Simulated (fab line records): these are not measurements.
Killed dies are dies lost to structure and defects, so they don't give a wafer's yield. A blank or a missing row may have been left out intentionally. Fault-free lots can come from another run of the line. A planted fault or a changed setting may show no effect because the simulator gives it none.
Problem report, 8D (eight disciplines) form, completed by code -- flow sky130 -- the parts of the form that need people (team, actions taken, sign-off) are left out

## 1. PROBLEM STATEMENT
At SKY_SONOS_ONO_ETCH_15, bias-w averages 242.2 W over 4 wafers from 2 lots, while fault-free wafers read 200.0 W, standard deviation 0.57. That is +74 standard deviations from the usual mean.
The step: etches the open film in CHF3/O2, target depth 19.52 nm, time 7.8 s.
Earliest sighting: wafer L541.2 on rie-diel-02 at day 19 11:21. The record holds 18 wafers of 6 lots with a number at this step. The rule behind "out" and "out of limits": a value lying over 4 standard deviations away from the usual mean. Any other wafer with a number is counted as sound.

## 2. WHAT IT IS, AND WHAT IT ISN'T
question,is,is not
which readings at this step,bias-w,"O2_flow_sccm, drypump-motor-current-A"
which lots,"L541, L543","L526, L530, L533, L544"
which wafers of those lots,"L541.2, L541.5, L543.1, L543.6","L541.3, L543.2"
read on which tools,rie-diel-02,"rie-diel-01, rie-diel-03"
when,from day 19 11:21,"up to then (10 sound wafers); but 4 sound wafers of L543, L544 came after"

## 3. WHAT RULES OUT EACH SUSPECT
Counting: if a tool at a process step up to the reading ran every lot that is out, it stays a suspect. Sound lots after the first of them don't rule it out here, since some wafers of a struck lot are sound.
- rie-diel-02 at SKY_SONOS_ONO_ETCH_15 (etches the open film in CHF3/O2, target depth 19.52 nm, time 7.8 s): kept. Every lot that is out went through it, the first being L541 (day 19 11:21); the last sound lot it ran before that was L526 (day 14 07:59). Out on those wafers are its own readings of bias-w.
- At SKY_SONOS_ONO_ETCH_15, inside rie-diel-02: chamber 3 took the wafers that are out, while their sound lot-mates went through chambers 0, 1.
After counting, what remains is rie-diel-02 at SKY_SONOS_ONO_ETCH_15.

## 4. THE CAUSE (what the simulator had put in)
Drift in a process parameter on rie-diel-02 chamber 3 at SKY_SONOS_ONO_ETCH_15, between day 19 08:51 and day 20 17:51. Setting bias-w, moved by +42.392, from 200. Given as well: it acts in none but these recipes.
This tool alone remained once counting was done.

## 5. THE EFFECT CHAIN, in route order
One row per reading whose mean, taken over the struck wafers that have a number, lies over 3 standard deviations from the usual. Only readings whose record carries a usual standard deviation are examined. hours: median over the lots of the time between each lot's start at the first step of this table that gives one and its start at this step. sigmas: the change, counted in usual standard deviations.
hours,step,reading,usual,on struck wafers,change,sigmas
0,SKY_SONOS_ONO_ETCH_15,bias-w,200.0 W,242.2,+42.2,+74
0,SKY_SONOS_ONO_ETCH_15,oes-product-au,1.000 a.u.,1.039,+0.039,+4.1
It contains these process steps:
- SKY_SONOS_ONO_ETCH_15: etches the open film in CHF3/O2, target depth 19.52 nm, time 7.8 s.

## 6. HOW IT WOULD HAVE BEEN CAUGHT EARLIER
2 hours passed between the start of the fault at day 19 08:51 and the first reading out of limits in this record, taken at day 19 11:21.
